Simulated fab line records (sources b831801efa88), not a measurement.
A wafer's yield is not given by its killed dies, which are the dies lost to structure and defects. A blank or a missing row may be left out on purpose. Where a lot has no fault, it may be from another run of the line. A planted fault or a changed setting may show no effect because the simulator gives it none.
fab line records    flow sky130
[record] lots = 14  wafers = 42  last-day = 50
route steps=708 shown SONOS_ONO@186 VIA4@659 PASSIVATION@683 PAD_OPEN@708
lots with no fault: from the same line, run without faults
start-h: hours from the record's opening day to when the first of the lot's shown wafers began    wait-h: hours from the lot's prior step to this one    " the same as in the row above    L1.1+2: a single row standing in for several wafers    - value missing, or start not given    * or withheld: withheld    < > ~ a bound
route shown NAME@n: names a module that has steps shown in the file, with the first one's number in the route    usual: mean and standard deviation over wafers with no fault    same: alike in all rows    chamber/n: place in a boat    sites: readings site by site    _std_site: how widely they spread, as a standard deviation    _edge_site: mean of outer sites minus mean of inner sites    radius-mm: for every site, how far away it sits from the centre of the wafer    mask NAME#n: copy n    behind: tool/chamber where the wafer was last shaped    hold: reason for holding the lot/hours on hold/outcome of the hold    device: names the non-switching transistor (n, p or np)    end of line: the route-end tests of the same wafers    step lacking rows: just its recipe    killed: the dies lost at the first sort to structure and to defects; this is not the yield of the wafer    map: shows each die of a wafer: x if killed, . if not, _ if none is there
set.NAME: the setting as run; set.NAME@STEP: as run at that earlier step    model.NAME: the simulator's own value behind a step, which no gauge read
one table for each step of the route and one row for each wafer, over a sample of lots
services: from which hour (start-h, from the record's first day; less than 0 if before it) a tool's chamber was out of use, for how many hours, and why
[[steps]]
[step SKY_SONOS_ONO_WET_ETCH_18]
[recipe] chemistry = H3PO4  target-depth-nm = 15  target = Si3N4  temp-c = 160  time-s = 172
lot.wafer   tool          chamber  start-h  wait-h
L550.2+3+6  wet-bench-01  0        295.09   0.1
L551.1+2+3  wet-bench-01  3        297.34   0.1
L552.1+3+4  wet-bench-04  1        302.64   0.1
L553.2+3+5  wet-bench-04  3        319.93   0.1
L555.1+2+4  wet-bench-03  3        330.75   0.1
L556.3+4+6  wet-bench-04  1        337.70   0.0
L557.2+4+6  wet-bench-01  2        344.29   0.1
L559.1+2+4  wet-bench-01  0        369.27   0.1
L560.3+5+6  wet-bench-03  2        376.24   0.0
L563.2+5+6  wet-bench-03  3        399.99   0.1
L567.1+2+6  wet-bench-03  1        432.62   0.1
L569.4+5+6  wet-bench-03  3        443.44   0.0
L570.1+3+4  wet-bench-01  0        453.32   0.1
L572.1+3+6  wet-bench-01  2        480.29   0.1
[step SKY_VIA4_THK_MEAS_20]
[recipe] thk-meas-gauge = xrf  reads = W_of_VIA4_CVD_18
[usual] VIA4_W_THK = 517/8.1
lot.wafer  tool           chamber  start-h  wait-h  VIA4_W_THK[nm]
L550.2     film-metro-01  -        1024.23  0.1     505
L550.3     "              -        "        "       506
L550.6     "              -        "        "       506
L551.1     film-metro-04  -        1026.61  0.1     509
L551.2     "              -        "        "       511
L551.3     "              -        "        "       509
L552.1     film-metro-02  -        1029.51  0.1     527
L552.3     "              -        "        "       519
L552.4     "              -        "        "       524
L553.2     film-metro-02  -        1040.68  0.1     515
L553.3     "              -        "        "       512
L553.5     "              -        "        "       514
L555.1     film-metro-02  -        1050.17  0.1     515
L555.2     "              -        "        "       513
L555.4     "              -        "        "       516
L556.3     film-metro-02  -        1060.97  0.1     528
L556.4     "              -        "        "       530
L556.6     "              -        "        "       536
L557.2     film-metro-01  -        1066.56  0.1     511
L557.4     "              -        "        "       512
L557.6     "              -        "        "       509
L559.1     film-metro-04  -        1082.12  0.1     516
L559.2     "              -        "        "       510
L559.4     "              -        "        "       513
L560.3     film-metro-02  -        1086.09  0.1     526
L560.5     "              -        "        "       518
L560.6     "              -        "        "       518
L563.2     film-metro-04  -        1099.93  0.1     513
L563.5     "              -        "        "       517
L563.6     "              -        "        "       508
L567.1     film-metro-01  -        1121.66  0.1     511
L567.2     "              -        "        "       506
L567.6     "              -        "        "       508
L569.4     film-metro-04  -        1136.06  0.1     527
L569.5     "              -        "        "       529
L569.6     "              -        "        "       527
L570.1     film-metro-01  -        1139.29  0.1     501
L570.3     "              -        "        "       509
L570.4     "              -        "        "       496
L572.1     film-metro-04  -        1155.79  0.1     530
L572.3     "              -        "        "       522
L572.6     "              -        "        "       531
[step SKY_VIA4_CMP_21]
[recipe] stop-on = SiO2  t-overpolish-s = 25  down-force-psi = 3.5  platen-rpm = 60  target-thk-nm = 0  pad-velocity-m-s = 0.94248
[usual] motor-current-A = 11.1/1.2  overpolish-run-s = 25.000/0.0091  time-to-endpoint-s = 124/5.1
lot.wafer  tool    chamber  start-h  wait-h  motor-current-A  overpolish-run-s  time-to-endpoint-s
L550.3     cmp-01  2        1024.28  0.0     13.2             25.008            122
L550.2     "       3        "        "       10.8             25.006            129
L550.6     "       3        "        "       10.8             25.002            129
L551.2     cmp-01  3        1026.72  0.1     10.4             24.987            129
L551.1     "       0        "        "       12.9             25.000            126
L551.3     "       1        "        "       10.8             24.998            131
L552.4     cmp-02  1        1029.71  0.2     10.5             24.998            134
L552.1     "       2        "        "       10.1             24.988            128
L552.3     "       3        "        "       9.3              24.989            124
L553.2     cmp-02  2        1043.72  3.0     10.1             25.006            123
L553.3     "       0        "        "       12.1             24.990            121
L553.5     "       2        "        "       9.9              24.980            121
L555.2     cmp-02  0        1050.70  0.5     12.3             25.009            117
L555.1     "       1        "        "       11.4             25.001            128
L555.4     "       2        "        "       9.9              25.004            122
L556.4     cmp-02  1        1061.01  0.0     10.8             25.002            132
L556.3     "       2        "        "       10.2             25.000            118
L556.6     "       2        "        "       9.8              24.997            123
L557.2     cmp-02  1        1066.74  0.2     10.9             25.011            130
L557.4     "       0        "        "       11.9             24.989            120
L557.6     "       2        "        "       10.1             25.008            120
L559.1     cmp-02  2        1082.18  0.1     9.9              25.008            119
L559.4     "       0        "        "       12.4             25.003            114
L559.2     "       1        "        "       11.4             24.989            126
L560.3     cmp-02  2        1086.97  0.9     10.3             24.966            119
L560.5     "       0        "        "       12.3             25.011            121
L560.6     "       1        "        "       11.6             24.977            131
L563.2     cmp-01  2        1100.08  0.1     13.1             25.006            121
L563.5     "       0        "        "       12.3             24.995            123
L563.6     "       1        "        "       10.6             24.999            123
L567.1     cmp-02  0        1121.72  0.1     12.6             25.014            124
L567.2     "       3        "        "       9.4              24.994            118
L567.6     "       0        "        "       12.2             24.994            120
L569.4     cmp-02  3        1136.24  0.2     9.5              24.983            125
L569.5     "       0        "        "       12.3             25.001            125
L569.6     "       1        "        "       10.8             25.001            133
L570.4     cmp-02  2        1139.38  0.0     10.5             24.994            114
L570.3     "       0        "        "       12.6             25.007            118
L570.1     "       1        "        "       11.0             25.005            126
L572.1     cmp-02  0        1155.85  0.1     12.1             25.009            125
L572.3     "       1        "        "       11.6             25.002            127
L572.6     "       0        "        "       12.3             25.006            126
[step SKY_PASSIVATION_CVD_02]
[recipe] material = Si3N4  target-thk-nm = 540  temp-c = 400  time-s = withheld  rf-w = 450
[usual] heater-power-w = 740/73  susceptor-temp-C = 400.02/0.23
lot.wafer  tool      chamber  start-h  wait-h  heater-power-w  susceptor-temp-C
L550.2     pecvd-03  1        1048.37  0.0     797             400.27
L550.3     "         2        "        "       814             400.30
L550.6     "         1        "        "       819             400.45
L551.1     pecvd-03  0        1050.92  0.1     601             400.20
L551.2     "         2        "        "       719             400.14
L551.3     "         1        "        "       848             399.91
L552.1     pecvd-01  2        1052.03  0.1     799             400.17
L552.3     "         1        "        "       773             400.37
L552.4     "         2        "        "       676             400.48
L553.2     pecvd-04  1        1066.35  0.0     696             399.89
L553.3     "         2        "        "       810             400.24
L553.5     "         0        "        "       744             399.72
L555.1     pecvd-03  2        1074.25  0.1     715             399.91
L555.2     "         1        "        "       840             399.76
L555.4     "         0        "        "       664             400.07
L556.3     pecvd-04  2        1084.71  0.0     736             400.01
L556.4     "         1        "        "       676             400.18
L556.6     "         0        "        "       677             399.93
L557.2     pecvd-03  2        1090.41  0.0     846             400.00
L557.4     "         0        "        "       694             400.05
L557.6     "         1        "        "       689             400.03
L559.1     pecvd-01  2        1104.48  0.1     768             399.96
L559.2     "         1        "        "       806             399.96
L559.4     "         1        "        "       859             399.83
L560.3     pecvd-01  2        1108.74  0.1     648             399.84
L560.5     "         2        "        "       703             400.27
L560.6     "         1        "        "       821             400.01
L563.2     pecvd-01  1        1121.90  0.0     831             400.18
L563.5     "         0        "        "       620             400.03
L563.6     "         2        "        "       796             400.17
L567.1     pecvd-03  0        1142.72  0.1     701             400.04
L567.2     "         2        "        "       744             400.07
L567.6     "         0        "        "       603             399.79
L569.4     pecvd-03  2        1156.89  0.1     809             400.37
L569.5     "         0        "        "       689             400.12
L569.6     "         1        "        "       852             399.94
L570.1     pecvd-03  0        1160.27  0.1     624             399.67
L570.3     "         1        "        "       773             399.64
L570.4     "         1        "        "       802             399.93
L572.1     pecvd-04  1        1174.31  0.1     628             400.11
L572.3     "         2        "        "       811             399.96
L572.6     "         1        "        "       645             400.17
[step SKY_PAD_OPEN_PROBE_99]
[usual] killed_at_M0_to_M3 = 44/7.4  killed_at_M4_up = 3.0/1.8  killed-at-contacts = 24/5.1  killed-at-front-end = 15/4.3  killed-at-other = 0.3/0.54  killed-dies = 86/9.9  killed-open = 47/7.1  killed-short = 38/6.7
[same] gross-dies = 492  killed-at-back-side = 0
lot.wafer  tool       chamber  start-h  wait-h  hold                      killed_at_M0_to_M3  killed_at_M4_up  killed-at-contacts  killed-at-front-end  killed-at-other  killed-dies  killed-open  killed-short
L550.2     prober-02  -        1094.22  0.1     -                         42                  4                25                  8                    0                79           42           37
L550.3     prober-02  -        1094.27  0.2     -                         59                  3                20                  11                   0                93           45           48
L550.6     prober-02  -        1094.42  0.2     -                         48                  1                20                  15                   0                84           53           31
L551.1     prober-01  -        1097.29  0.1     -                         33                  1                21                  12                   2                69           40           29
L551.2     prober-01  -        1097.34  0.1     -                         28                  2                20                  7                    1                58           41           17
L551.3     prober-01  -        1097.39  0.2     -                         38                  6                22                  17                   1                84           53           31
L552.1     prober-02  -        1098.79  0.1     -                         25                  4                25                  12                   0                66           32           34
L552.3     prober-02  -        1098.89  0.2     -                         44                  1                21                  17                   0                83           36           47
L552.4     prober-02  -        1098.94  0.2     -                         40                  2                16                  12                   0                70           38           32
L553.2     prober-01  -        1110.49  0.1     -                         49                  3                24                  13                   0                89           48           41
L553.3     prober-01  -        1110.54  0.2     -                         51                  4                21                  12                   0                88           41           47
L553.5     prober-01  -        1110.64  0.2     -                         44                  3                33                  8                    0                88           57           31
L555.1     prober-01  -        1118.60  0.1     -                         42                  4                18                  10                   1                75           46           29
L555.2     prober-01  -        1118.65  0.1     -                         40                  5                25                  14                   0                84           48           36
L555.4     prober-01  -        1118.75  0.2     -                         53                  4                35                  18                   1                111          63           48
L556.3     prober-02  -        1128.18  0.2     -                         37                  4                20                  19                   0                80           36           44
L556.4     prober-02  -        1128.23  0.2     -                         32                  6                23                  12                   0                73           36           37
L556.6     prober-02  -        1128.33  0.2     -                         30                  4                11                  16                   0                61           35           26
L557.2     prober-01  -        1132.20  0.1     -                         42                  1                34                  11                   0                88           49           39
L557.4     prober-01  -        1132.30  0.2     -                         48                  2                21                  15                   0                86           44           42
L557.6     prober-01  -        1132.40  0.2     -                         37                  1                29                  14                   0                81           42           39
L559.1     prober-02  -        1145.75  0.1     -                         38                  2                22                  12                   0                74           41           33
L559.2     prober-02  -        1145.80  0.1     -                         41                  2                20                  11                   0                74           37           37
L559.4     prober-02  -        1145.90  0.2     -                         51                  4                24                  14                   0                93           49           44
L560.3     prober-01  -        1149.58  0.2     -                         43                  2                29                  19                   0                93           53           40
L560.5     prober-01  -        1149.68  0.2     -                         48                  3                25                  11                   0                87           43           44
L560.6     prober-01  -        1149.73  0.2     -                         43                  7                23                  19                   1                93           54           39
L563.2     prober-02  -        1164.76  0.1     -                         42                  4                27                  23                   0                96           58           38
L563.5     prober-02  -        1164.91  0.2     -                         42                  1                22                  10                   1                76           43           33
L563.6     prober-02  -        1164.96  0.2     -                         43                  4                21                  22                   0                90           49           41
L567.1     prober-02  -        1179.83  0.1     await-dispo/1.1h/release  48                  4                25                  42                   0                119          49           49
L567.2     prober-02  -        1179.88  0.1     await-dispo/1.1h/release  43                  4                33                  39                   0                119          58           33
L567.6     prober-02  -        1180.08  0.2     await-dispo/1.1h/release  51                  2                19                  38                   0                110          45           39
L569.4     prober-02  -        1192.87  0.2     await-dispo/2.4h/release  38                  1                27                  58                   0                124          44           36
L569.5     prober-02  -        1192.92  0.2     await-dispo/2.4h/release  40                  1                22                  55                   0                118          43           32
L569.6     prober-02  -        1192.97  0.2     await-dispo/2.4h/release  40                  2                25                  61                   1                129          47           39
L570.1     prober-01  -        1195.44  0.1     -                         50                  4                22                  19                   0                95           51           44
L570.3     prober-01  -        1195.54  0.2     -                         40                  3                13                  12                   0                68           39           29
L570.4     prober-01  -        1195.59  0.2     -                         47                  2                24                  14                   1                88           46           42
L572.1     prober-02  -        1208.64  0.1     -                         43                  1                20                  18                   2                84           48           36
L572.3     prober-02  -        1208.74  0.2     -                         43                  5                20                  15                   1                84           39           45
L572.6     prober-02  -        1208.89  0.2     -                         45                  6                20                  16                   0                87           44           43
// killed by level:class
L550.2 CONTACT:geometric-particle:open=10 LI_CONTACT:geometric-particle:open=8 VIA1:geometric-particle:open=8 METAL2:geometric-particle:short=6 VIA3:geometric-particle:open=6 CONTACT:geometric-particle:short=4 METAL1:geometric-particle:short=4 VIA2:geometric-particle:open=4
L550.3 VIA1:geometric-particle:open=15 CONTACT:geometric-particle:short=9 METAL1:geometric-particle:short=8 METAL2:geometric-particle:short=8 VIA1:geometric-particle:short=7 VIA2:geometric-particle:open=6 POLY_GATE:geometric-particle:open=4 LI_CONTACT:geometric-particle:open=4
L550.6 CONTACT:geometric-particle:open=15 VIA1:geometric-particle:open=9 METAL2:geometric-particle:short=9 VIA2:geometric-particle:open=7 VIA3:geometric-particle:open=7 FIELD_ISO:geometric-particle:open=5 VIA1:geometric-particle:short=4 VIA3:geometric-particle:short=4
L551.1 VIA1:geometric-particle:open=7 VIA3:geometric-particle:open=7 CONTACT:geometric-particle:open=6 LI_CONTACT:geometric-particle:open=6 METAL1:geometric-particle:short=6 FIELD_ISO:geometric-particle:short=5 VIA2:geometric-particle:open=5 LI_CONTACT:geometric-particle:short=4
L551.2 CONTACT:geometric-particle:open=12 VIA1:geometric-particle:open=8 VIA2:geometric-particle:open=5 VIA3:geometric-particle:open=5 LI_CONTACT:geometric-particle:open=3 CONTACT:geometric-particle:short=3 METAL1:geometric-particle:open=2 METAL2:geometric-particle:short=2
L551.3 VIA1:geometric-particle:open=14 LI_CONTACT:geometric-particle:open=8 CONTACT:geometric-particle:open=7 VIA3:geometric-particle:open=6 METAL1:geometric-particle:short=4 SPACER:geometric-particle:open=4 VIA1:geometric-particle:short=4 METAL4:geometric-particle:short=4
L552.1 CONTACT:geometric-particle:open=11 LI_CONTACT:geometric-particle:open=6 CONTACT:geometric-particle:short=6 METAL1:geometric-particle:short=5 VIA1:geometric-particle:short=4 METAL4:geometric-particle:short=4 FIELD_ISO:geometric-particle:open=3 POLY_CUT:geometric-particle:short=3
L552.3 VIA1:geometric-particle:open=8 VIA2:geometric-particle:open=6 CONTACT:geometric-particle:short=6 METAL2:geometric-particle:short=6 METAL3:geometric-particle:short=6 VIA3:geometric-particle:open=5 LI_CONTACT:geometric-particle:open=5 CONTACT:geometric-particle:open=5
L552.4 VIA1:geometric-particle:open=7 VIA2:geometric-particle:open=7 LI_CONTACT:geometric-particle:open=6 FIELD_ISO:geometric-particle:open=5 FIELD_ISO:geometric-particle:short=4 CONTACT:geometric-particle:short=4 VIA1:geometric-particle:short=4 VIA2:geometric-particle:short=4
L553.2 VIA1:geometric-particle:open=13 LI_CONTACT:geometric-particle:open=11 VIA2:geometric-particle:open=8 VIA3:geometric-particle:short=6 METAL1:geometric-particle:short=5 METAL2:geometric-particle:short=5 FIELD_ISO:geometric-particle:short=4 VIA1:geometric-particle:short=4
L553.3 VIA1:geometric-particle:open=15 LI_CONTACT:geometric-particle:open=7 CONTACT:geometric-particle:open=7 METAL1:geometric-particle:short=7 METAL2:geometric-particle:short=7 VIA3:geometric-particle:open=6 FIELD_ISO:geometric-particle:short=5 CONTACT:geometric-particle:short=5
L553.5 VIA1:geometric-particle:open=16 LI_CONTACT:geometric-particle:open=16 CONTACT:geometric-particle:open=8 VIA3:geometric-particle:open=6 LI_CONTACT:geometric-particle:short=5 VIA2:geometric-particle:open=5 VIA1:geometric-particle:short=5 METAL2:geometric-particle:short=3
L555.1 CONTACT:geometric-particle:open=10 VIA2:geometric-particle:open=8 VIA1:geometric-particle:open=7 VIA3:geometric-particle:open=7 METAL2:geometric-particle:short=5 LI_CONTACT:geometric-particle:open=4 VIA1:geometric-particle:short=4 CONTACT:geometric-particle:short=3
L555.2 CONTACT:geometric-particle:open=11 VIA3:geometric-particle:open=8 VIA1:geometric-particle:open=7 VIA2:geometric-particle:open=7 CONTACT:geometric-particle:short=6 POLY_GATE:geometric-particle:short=4 LI_CONTACT:geometric-particle:open=4 METAL1:geometric-particle:short=4
L555.4 CONTACT:geometric-particle:open=18 VIA1:geometric-particle:open=11 METAL1:geometric-particle:short=9 LI_CONTACT:geometric-particle:open=8 VIA2:geometric-particle:open=8 VIA1:geometric-particle:short=5 POLY_GATE:geometric-particle:short=4 LOCAL_INTERCONNECT:geometric-particle:short=4
L556.3 FIELD_ISO:geometric-particle:short=10 CONTACT:geometric-particle:open=9 VIA1:geometric-particle:open=7 METAL1:geometric-particle:short=7 VIA2:geometric-particle:open=5 METAL2:geometric-particle:short=5 LOCAL_INTERCONNECT:geometric-particle:short=4 VIA1:geometric-particle:short=4
L556.4 CONTACT:geometric-particle:open=8 LI_CONTACT:geometric-particle:open=7 VIA1:geometric-particle:open=7 METAL4:geometric-particle:short=6 VIA3:geometric-particle:open=6 POLY_GATE:geometric-particle:short=5 VIA2:geometric-particle:open=5 LOCAL_INTERCONNECT:geometric-particle:short=4
L556.6 VIA1:geometric-particle:open=6 FIELD_ISO:geometric-particle:open=5 VIA2:geometric-particle:open=5 METAL3:geometric-particle:short=5 POLY_GATE:geometric-particle:open=4 LI_CONTACT:geometric-particle:open=4 CONTACT:geometric-particle:open=4 FIELD_ISO:geometric-particle:short=3
L557.2 LI_CONTACT:geometric-particle:open=11 CONTACT:geometric-particle:open=11 CONTACT:geometric-particle:short=7 VIA2:geometric-particle:open=7 METAL2:geometric-particle:short=6 METAL1:geometric-particle:short=6 VIA1:geometric-particle:short=6 VIA1:geometric-particle:open=6
L557.4 VIA1:geometric-particle:open=15 METAL2:geometric-particle:short=9 LI_CONTACT:geometric-particle:open=7 POLY_GATE:geometric-particle:short=6 VIA1:geometric-particle:short=6 VIA3:geometric-particle:open=5 CONTACT:geometric-particle:open=5 FIELD_ISO:geometric-particle:open=4
L557.6 LI_CONTACT:geometric-particle:open=12 CONTACT:geometric-particle:open=6 METAL2:geometric-particle:short=6 VIA1:geometric-particle:open=5 FIELD_ISO:geometric-particle:short=4 METAL3:geometric-particle:short=4 LOCAL_INTERCONNECT:geometric-particle:short=4 CONTACT:geometric-particle:short=4
L559.1 VIA2:geometric-particle:open=8 LI_CONTACT:geometric-particle:open=7 CONTACT:geometric-particle:open=7 METAL2:geometric-particle:short=7 VIA1:geometric-particle:short=6 VIA3:geometric-particle:open=6 LOCAL_INTERCONNECT:geometric-particle:short=5 VIA1:geometric-particle:open=5
L559.2 VIA1:geometric-particle:open=10 LI_CONTACT:geometric-particle:open=7 VIA2:geometric-particle:open=6 POLY_GATE:geometric-particle:short=5 VIA1:geometric-particle:short=5 POLY_GATE:geometric-particle:open=4 VIA2:geometric-particle:short=4 LOCAL_INTERCONNECT:geometric-particle:short=4
L559.4 VIA1:geometric-particle:open=13 VIA2:geometric-particle:open=8 LI_CONTACT:geometric-particle:short=7 CONTACT:geometric-particle:short=6 CONTACT:geometric-particle:open=6 METAL1:geometric-particle:short=6 POLY_GATE:geometric-particle:open=5 METAL2:geometric-particle:short=5
L560.3 VIA1:geometric-particle:open=12 CONTACT:geometric-particle:open=10 METAL2:geometric-particle:short=7 LI_CONTACT:geometric-particle:open=6 VIA3:geometric-particle:open=6 FIELD_ISO:geometric-particle:short=4 LI_CONTACT:geometric-particle:short=4 VIA1:geometric-particle:short=4
L560.5 CONTACT:geometric-particle:open=12 METAL1:geometric-particle:short=10 VIA1:geometric-particle:open=8 VIA1:geometric-particle:short=7 METAL2:geometric-particle:short=6 VIA2:geometric-particle:open=6 VIA3:geometric-particle:open=5 LOCAL_INTERCONNECT:geometric-particle:short=4
L560.6 VIA1:geometric-particle:open=12 VIA2:geometric-particle:open=11 LI_CONTACT:geometric-particle:open=7 CONTACT:geometric-particle:open=7 FIELD_ISO:geometric-particle:open=5 POLY_GATE:geometric-particle:short=5 LOCAL_INTERCONNECT:geometric-particle:short=4 VIA3:geometric-particle:open=4
L563.2 CONTACT:geometric-particle:open=10 VIA1:geometric-particle:open=10 LI_CONTACT:geometric-particle:open=8 FIELD_ISO:geometric-particle:open=6 VIA2:geometric-particle:open=6 METAL2:geometric-particle:short=6 CONTACT:geometric-particle:short=5 VIA3:geometric-particle:open=5
L563.5 VIA1:geometric-particle:open=15 CONTACT:geometric-particle:open=10 METAL2:geometric-particle:short=6 VIA2:geometric-particle:open=5 LI_CONTACT:geometric-particle:open=4 CONTACT:geometric-particle:short=4 VIA1:geometric-particle:short=4 VIA3:geometric-particle:open=4
L563.6 CONTACT:geometric-particle:open=9 VIA1:geometric-particle:open=9 POLY_GATE:geometric-particle:short=7 POLY_GATE:geometric-particle:open=7 METAL2:geometric-particle:short=7 VIA2:geometric-particle:open=6 METAL1:geometric-particle:short=5 VIA2:geometric-particle:short=5
L567.1 SONOS_ONO:unspecified=21 VIA1:geometric-particle:open=12 CONTACT:geometric-particle:open=11 LI_CONTACT:geometric-particle:open=8 VIA1:geometric-particle:short=8 METAL2:geometric-particle:short=8 POLY_GATE:geometric-particle:short=6 METAL1:geometric-particle:short=6
L567.2 SONOS_ONO:unspecified=28 LI_CONTACT:geometric-particle:open=15 CONTACT:geometric-particle:open=12 VIA1:geometric-particle:open=8 VIA3:geometric-particle:open=7 VIA2:geometric-particle:open=7 VIA1:geometric-particle:short=6 VIA2:geometric-particle:short=5
L567.6 SONOS_ONO:unspecified=26 VIA1:geometric-particle:open=10 VIA3:geometric-particle:open=9 LI_CONTACT:geometric-particle:open=6 METAL1:geometric-particle:short=6 FIELD_ISO:geometric-particle:open=5 CONTACT:geometric-particle:open=5 METAL2:geometric-particle:short=5
L569.4 SONOS_ONO:unspecified=44 CONTACT:geometric-particle:open=12 VIA1:geometric-particle:open=8 LI_CONTACT:geometric-particle:open=7 METAL1:geometric-particle:short=6 VIA3:geometric-particle:open=4 METAL3:geometric-particle:short=4 CONTACT:geometric-particle:short=4
L569.5 SONOS_ONO:unspecified=43 VIA1:geometric-particle:open=8 LI_CONTACT:geometric-particle:open=7 VIA2:geometric-particle:open=7 VIA3:geometric-particle:open=7 CONTACT:geometric-particle:open=6 FIELD_ISO:geometric-particle:short=4 LI_CONTACT:geometric-particle:short=4
L569.6 SONOS_ONO:unspecified=43 LI_CONTACT:geometric-particle:open=10 CONTACT:geometric-particle:open=10 VIA2:geometric-particle:short=7 METAL2:geometric-particle:short=7 VIA1:geometric-particle:open=7 VIA3:geometric-particle:open=7 FIELD_ISO:geometric-particle:short=6
L570.1 VIA1:geometric-particle:open=16 VIA1:geometric-particle:short=9 LOCAL_INTERCONNECT:geometric-particle:short=6 FIELD_ISO:geometric-particle:open=5 FIELD_ISO:geometric-particle:short=5 VIA2:geometric-particle:open=5 LI_CONTACT:geometric-particle:open=5 VIA2:geometric-particle:short=5
L570.3 VIA1:geometric-particle:open=13 VIA2:geometric-particle:open=6 FIELD_ISO:geometric-particle:short=5 VIA3:geometric-particle:open=5 CONTACT:geometric-particle:open=4 VIA1:geometric-particle:short=4 VIA3:geometric-particle:short=4 SPACER:geometric-particle:open=3
L570.4 CONTACT:geometric-particle:open=10 VIA1:geometric-particle:open=8 VIA2:geometric-particle:open=8 LI_CONTACT:geometric-particle:open=7 VIA3:geometric-particle:short=7 VIA3:geometric-particle:open=6 SPACER:geometric-particle:short=5 CONTACT:geometric-particle:short=5
L572.1 CONTACT:geometric-particle:open=11 VIA1:geometric-particle:open=10 VIA3:geometric-particle:open=7 FIELD_ISO:geometric-particle:open=5 METAL1:geometric-particle:short=5 POLY_GATE:geometric-particle:short=4 LI_CONTACT:geometric-particle:open=4 VIA1:geometric-particle:short=4
L572.3 METAL1:geometric-particle:short=9 VIA2:geometric-particle:open=8 VIA1:geometric-particle:open=6 LI_CONTACT:geometric-particle:open=5 METAL2:geometric-particle:short=5 CONTACT:geometric-particle:open=5 VIA1:geometric-particle:short=5 FIELD_ISO:geometric-particle:open=4
L572.6 VIA1:geometric-particle:open=14 VIA1:geometric-particle:short=11 CONTACT:geometric-particle:open=7 POLY_GATE:geometric-particle:open=5 METAL1:geometric-particle:short=5 FIELD_ISO:geometric-particle:open=3 FIELD_ISO:geometric-particle:short=3 LI_CONTACT:geometric-particle:short=3
[[services]]
tool      chamber  start-h  hours  kind
pecvd-03  -        285.45   0.9    repair
cmp-02    -        293.04   0.3    repair
cmp-02    -        299.47   5.3    pm
cmp-02    -        399.51   1.4    repair
cmp-02    -        403.27   8.2    pm
cmp-02    -        463.99   1.9    repair
cmp-02    -        572.00   4.0    pm
cmp-02    -        578.02   8.1    pm
cmp-02    -        589.37   1.8    repair
pecvd-03  1        593.82   12.8   repair
pecvd-03  -        630.34   6.0    pm
cmp-02    -        668.40   5.7    pm
cmp-02    -        675.87   0.5    repair
pecvd-03  -        683.40   9.0    repair
cmp-02    -        689.03   0.6    repair
cmp-02    -        707.96   2.9    repair
cmp-02    -        746.43   2.0    repair
cmp-02    -        828.95   2.5    repair
cmp-02    -        912.00   4.0    pm
cmp-02    -        1025.99  3.0    repair
cmp-02    -        1037.27  4.6    pm
cmp-02    -        1084.82  1.5    repair
cmp-02    -        1101.17  2.2    repair
cmp-02    -        1174.15  4.0    pm
[[key]]
[first-sign] step = SKY_PAD_OPEN_PROBE_99  reading = killed-at-front-end  direction = up  sigmas = 7.8  usual = 15  struck = 49
[effect] step = SKY_PAD_OPEN_PROBE_99  reading = killed-dies  direction = up  sigmas = 3.4  usual = 86  struck = 120  wafers-moved = 5
met-at SKY_SONOS_ONO_WET_ETCH_18
struck-lots L567,L569
tester-left-out L567,L569
not-acting-at SKY_VIA4_THK_MEAS_20,SKY_VIA4_CMP_21,SKY_PASSIVATION_CVD_02
onset-between 399.99 432.62
[fault] kind = chamber-particle-source  tool = wet-bench-03  chamber = -  onset-h = 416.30  steps = SKY_SONOS_ONO_WET_ETCH_18  rate-per-visit-cm2 = 0.93645  end-h = 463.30
// tester-left-out: of these lots the tester's yield and bins aren't shown, on N5 and GAA mostly nor the transistor test; their killed dies are dies lost to structure and defects alone, not to doping, threshold or leakage, so they don't give the yield
